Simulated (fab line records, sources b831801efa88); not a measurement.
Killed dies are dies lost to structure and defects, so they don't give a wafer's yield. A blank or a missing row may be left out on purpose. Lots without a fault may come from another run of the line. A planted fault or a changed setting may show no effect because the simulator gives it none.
fab line records | flow gf180mcu
record lots=14 wafers=42 last_day=35
route steps=602 shown TOP_METAL@578
lots that met no fault: from a run of the same line without faults
start_h: hours from the record's first day to the start of the lot's first wafer shown | wait_h: hours since the lot's step before | " the same as in the row above | L1.1+2: a row that stands for several wafers | - no value, or no start given | * or withheld: withheld | < > ~ a bound
route shown NAME@n: a module of which the file shows steps, and the number in the route of the first | usual: mean/standard deviation of fault-free wafers | same: alike in all rows | chamber/n: place in a boat | sites: the reading at each site | _std_site: their standard deviation | _edge_site: outer sites' mean less inner sites' | radius_mm: how far each site lies from the wafer's centre | mask NAME#n: copy n | behind: the tool/chamber that last shaped the wafer | hold: why the lot was held/for how many hours/how that ended | device: the transistor (n, p or np) that didn't switch | end of line: the same wafers' tests at the end of the route | a step without rows: its recipe alone | killed: dies lost to structure and defects at the first sort, not the wafer's yield | map: a wafer's dies, x killed, . not, _ none there
set.NAME: the setting as run; set.NAME@STEP: as run at that earlier step | model.NAME: the simulator's own value behind a step, which no gauge read
steps of the route over a sample of lots; a table a step, a row a wafer
services: from which hour (start_h, from the record's first day; less than 0 if before it) a tool's chamber was out of use, for how many hours, and why
## steps
# step GF_TOP_METAL_EXPOSE_11
# recipe mask_id=MetalTop target_cd_nm=440 na=0.6 source_shape=conventional sigma_outer=0.6 dose_mj=170
# usual exposure_dose_mJ_cm2=170.3/0.45 focus_offset_nm=0.0/0.57 reticle_temp_C=23.00/0.12
# columns lot.wafer tool chamber start_h wait_h mask exposure_dose_mJ_cm2 focus_offset_nm reticle_temp_C
L870.1 iline_stepper-01 0 657.35 - MetalTop#0 170.8 0.7 22.97
L870.2 " 0 " " MetalTop#0 170.8 -0.1 23.00
L870.5 " 0 " " MetalTop#0 170.8 0.6 22.83
L872.1 iline_stepper-02 0 668.07 - MetalTop#0 169.8 -0.1 22.88
L872.3 " 0 " " MetalTop#0 169.4 0.0 23.02
L872.4 " 0 " " MetalTop#0 169.7 0.1 23.08
L875.2 iline_stepper-01 0 689.33 - MetalTop#0 170.2 -0.8 22.94
L875.3 " 0 " " MetalTop#0 170.4 -0.2 23.07
L875.6 " 0 " " MetalTop#0 170.4 0.6 22.95
L876.2 iline_stepper-02 0 699.38 - MetalTop#0 169.8 0.0 23.13
L876.3 " 0 " " MetalTop#0 169.7 0.3 22.79
L876.6 " 0 " " MetalTop#0 169.7 0.2 23.12
L877.1 iline_stepper-01 0 706.74 - MetalTop#0 170.7 0.2 23.09
L877.5 " 0 " " MetalTop#0 170.8 0.3 22.97
L877.6 " 0 " " MetalTop#0 170.7 -0.2 23.03
L879.1 iline_stepper-02 0 721.63 - MetalTop#0 170.1 0.6 23.10
L879.2 " 0 " " MetalTop#0 169.8 0.7 22.93
L879.4 " 0 " " MetalTop#0 169.8 1.6 22.85
L880.1 iline_stepper-02 0 727.63 - MetalTop#0 169.6 -0.7 22.77
L880.2 " 0 " " MetalTop#0 169.5 -1.0 22.89
L880.4 " 0 " " MetalTop#0 169.9 -0.7 22.81
L881.2 iline_stepper-01 0 734.06 - MetalTop#0 170.8 0.6 23.03
L881.3 " 0 " " MetalTop#0 170.5 0.9 22.92
L881.4 " 0 " " MetalTop#0 170.5 -0.2 23.04
L882.1 iline_stepper-01 0 743.35 - MetalTop#0 170.9 0.3 23.11
L882.3 " 0 " " MetalTop#0 170.8 0.4 23.09
L882.5 " 0 " " MetalTop#0 170.9 -0.2 23.09
L887.2 iline_stepper-02 - 773.99 - MetalTop#0 - - -
L887.4 " - " " MetalTop#0 - - -
L887.5 " - " " MetalTop#0 - - -
L888.1 iline_stepper-02 - 777.77 - MetalTop#0 - - -
L888.2 " - " " MetalTop#0 - - -
L888.4 " - " " MetalTop#0 - - -
L890.1 iline_stepper-01 0 785.59 - MetalTop#0 170.5 0.8 22.88
L890.3 " 0 " " MetalTop#0 170.6 0.9 23.04
L890.4 " 0 " " MetalTop#0 170.5 0.0 23.02
L891.1 iline_stepper-02 0 794.65 - MetalTop#0 169.7 0.0 23.07
L891.3 " 0 " " MetalTop#0 169.6 -0.3 23.28
L891.6 " 0 " " MetalTop#0 169.7 0.0 23.18
L885.1 iline_stepper-01 0 807.75 - MetalTop#0 170.9 -0.7 22.91
L885.4 " 0 " " MetalTop#0 170.8 0.8 22.80
L885.6 " 0 " " MetalTop#0 170.9 0.5 22.88
## services
# columns tool chamber start_h hours kind
iline_stepper-01 - 642.44 2.6 repair
iline_stepper-01 - 650.90 - calibration
iline_stepper-02 0 672.52 - calibration
iline_stepper-01 0 750.29 - calibration
iline_stepper-02 - 751.62 1.7 pm
## key
first_sign step=GF_TOP_METAL_EXPOSE_11 reading=tool_record direction=missing
effect none on later readings
met_at GF_TOP_METAL_EXPOSE_11
struck_lots L887,L888
later_rows_left_out L887.2,L887.4,L887.5,L888.1,L888.2,L888.4
sort_left_out L887.2,L887.4,L887.5,L888.1,L888.2,L888.4
onset_between 727.63 773.99
fault kind=skipped_step_whole tool=iline_stepper-02 chamber=- onset_h=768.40 steps=GF_TOP_METAL_EXPOSE_11 scope=struck_lots_only
# sort_left_out: the simulated sort isn't trusted on such a fault, so these wafers' sort isn't shown, and their yield isn't known
# later_rows_left_out: the simulator's readings of these wafers behind a module that went badly wrong aren't trusted and aren't shown, but for the sort
